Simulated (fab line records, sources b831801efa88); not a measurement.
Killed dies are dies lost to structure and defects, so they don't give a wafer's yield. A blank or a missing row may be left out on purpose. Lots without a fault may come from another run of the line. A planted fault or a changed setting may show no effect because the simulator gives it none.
Split-lot experiment | flow sfq_line | 5 lots, 23 wafers read, on a route of 325 steps

THE SPLIT
At SFQ_TRILAYER_M2_LITHO_PEB_060 (peb time 60 s), the setting peb_temp_c was moved away from the recipe's 115 C on 8 of the 23 wafers read, by -2.5% to +2.1%. The other wafers ran this setting at the recipe's value.

FROM THE SPLIT TO THE READING: what the file shows between them, 1 step
- SFQ_TRILAYER_M2_LITHO_DEVELOP_059: time 60 s

THE READING
M2.cd_nm (the simulator's own value, which no gauge read), in nm, at SFQ_TRILAYER_M2_BARC_OPEN_METAL_ETCH_077 (etches BARC in O2, target depth 125 nm, time 41.7 s). The file gives no usual value for it. The 15 wafers here that ran the recipe average 500.7 nm, standard deviation 2.6 nm.

wafer  | tool, chamber at the split | peb_temp_c as run, C | against the recipe | M2.cd_nm, nm | against lot-mates on the recipe
L075.2 | litho_track-01, 0          | 115                  | recipe             | 500.2        | -
L075.5 | litho_track-01, 0          | 115                  | recipe             | 502.6        | -
L075.6 | litho_track-01, 0          | 115                  | recipe             | 500.7        | -
L078.1 | litho_track-02, 0          | 115                  | recipe             | 501.9        | -
L078.2 | litho_track-02, 0          | 115                  | recipe             | 499.8        | -
L078.3 | litho_track-02, 0          | 115                  | recipe             | 501          | -
L078.4 | litho_track-02, 0          | 115                  | recipe             | 503.4        | -
L078.5 | litho_track-02, 0          | 115                  | recipe             | 503          | -
L081.1 | litho_track-02, 0          | 115                  | recipe             | 500.9        | -
L081.2 | litho_track-02, 0          | 115                  | recipe             | 499.6        | -
L081.3 | litho_track-02, 0          | 112.1                | -2.5%              | 560.2        | +59.2
L081.4 | litho_track-02, 0          | 112.1                | -2.5%              | 559          | +58.0
L081.5 | litho_track-02, 0          | 115                  | recipe             | 502.4        | -
L083.2 | litho_track-02, 0          | 115                  | recipe             | 500.8        | -
L083.3 | litho_track-02, 0          | 116                  | +0.9%              | 491          | -10.3
L083.4 | litho_track-02, 0          | 116                  | +0.9%              | 484.5        | -16.8
L083.5 | litho_track-02, 0          | 115                  | recipe             | 501.8        | -
L083.6 | litho_track-02, 0          | 116                  | +0.9%              | 493.2        | -8.1
L085.1 | litho_track-01, 0          | 115                  | recipe             | 500.6        | -
L085.2 | litho_track-01, 0          | 115                  | recipe             | 492.1        | -
L085.3 | litho_track-01, 0          | 117.4                | +2.1%              | 460.1        | -36.2
L085.5 | litho_track-01, 0          | 117.4                | +2.1%              | 449.9        | -46.5
L085.6 | litho_track-01, 0          | 117.4                | +2.1%              | 459.6        | -36.8

THE FIT
A straight line over all 23 wafers: M2.cd_nm changes by -21.7 nm for each +1% of peb_temp_c; r = -0.99; the points scatter about the line by 4.2 nm.
The same after taking each lot's own level away (the mean of its wafers on the recipe; 23 wafers): -20.8 nm for each +1%; r = -0.99; scatter 3.9 nm.
On that fit, the largest move of peb_temp_c shifts the reading by 52 nm.
The lots' own levels span 496.35 to 501.82 nm, that is 2.1 times the standard deviation above.
So the lot-to-lot level changes the slope little: the two slopes agree.
Check: with one of the wafers moved furthest among these (-2.5%) left out of the fit, the line predicts +52 nm for it against its lot-mates. It came out at +59.2 nm against them.

OTHER SPLITS ON THESE WAFERS
These wafers also went through other splits before the reading. Each is held against what the fit with the lots' levels taken away leaves over:
other split on the same wafers                      | wafers away from the commonest value | r with M2.cd_nm (lot level and that fit taken away)
SFQ_TRILAYER_L0_LITHO_COAT_005 resist_thk_nm        | 11                                   | +0.03
SFQ_TRILAYER_L0_ETCH_METAL_ETCH_008 time_s          | 10                                   | +0.12
SFQ_TRILAYER_L0_VIA_LITHO_COAT_013 resist_thk_nm    | 10                                   | +0.30
SFQ_TRILAYER_M0_LITHO_PEB_024 peb_temp_c            | 8                                    | -0.13
SFQ_TRILAYER_I0_VIA_LITHO_PEB_034 peb_temp_c        | 5                                    | -0.06
SFQ_TRILAYER_I0_VIA_BARC_OPEN_VIA_ETCH_046 source_w | 5                                    | +0.33
SFQ_TRILAYER_I1_CMP_CMP_046 leave_above_ref_nm      | 10                                   | +0.13
SFQ_TRILAYER_I1_VIA_LITHO_COAT_049 resist_thk_nm    | 4                                    | +0.21
SFQ_TRILAYER_M2_LITHO_COAT_062 resist_thk_nm        | 6                                    | -0.10

THE FILE'S OWN FIT
M2.cd_nm changes by -21 nm for each +1% of peb_temp_c, r = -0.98.
